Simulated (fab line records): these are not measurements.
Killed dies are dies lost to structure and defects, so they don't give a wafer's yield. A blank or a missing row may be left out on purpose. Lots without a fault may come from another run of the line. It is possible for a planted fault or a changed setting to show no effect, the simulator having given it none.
What tool caused it? ; flow sky130 ; route of 708 steps, sampled at 1 step: 6 lots, 18 wafers

## WHAT THE GAUGES READ, wafer by wafer
SKY_METAL1_OVL_MEAS_16.
lot;measured;on;METAL1_OVL (nm)
L534;day 34 11:36;overlay-01;2 -6 -3
L535;day 34 13:31;overlay-02;4 2 3
L539;day 35 19:07;overlay-01;-2 5 -3
L541;day 36 07:24;overlay-02;0 4 -1
L544;day 37 14:05;overlay-01;10 4 12
L552;day 40 03:43;overlay-02;-7 -4 -3

## WHAT TOOL EACH LOT RAN ON (gives the tool, then ch and the chambers of the sampled wafers, and finally the start)
The record holds no process step before these readings.

## THE ANSWER, worked out from the rows above alone
Rule: the usual values come from the lots themselves. The widest of any qualifying gaps counts: lots, ordered by their means at a reading, are off when they make up no more than a third of the lots, leave a main group of 4 or more, and stand apart from it by 3 or more times the standard deviation of that group's means. Not used: any main group whose means are identical at the precision the tables above print for the reading. Also off: a lot with no number at a reading for which 4 or more lots have one. Any other lot the step has rows for is counted as sound.
No lot is off at any reading shown: from this, nothing can be told.

## WHAT THE SIMULATOR PUT IN
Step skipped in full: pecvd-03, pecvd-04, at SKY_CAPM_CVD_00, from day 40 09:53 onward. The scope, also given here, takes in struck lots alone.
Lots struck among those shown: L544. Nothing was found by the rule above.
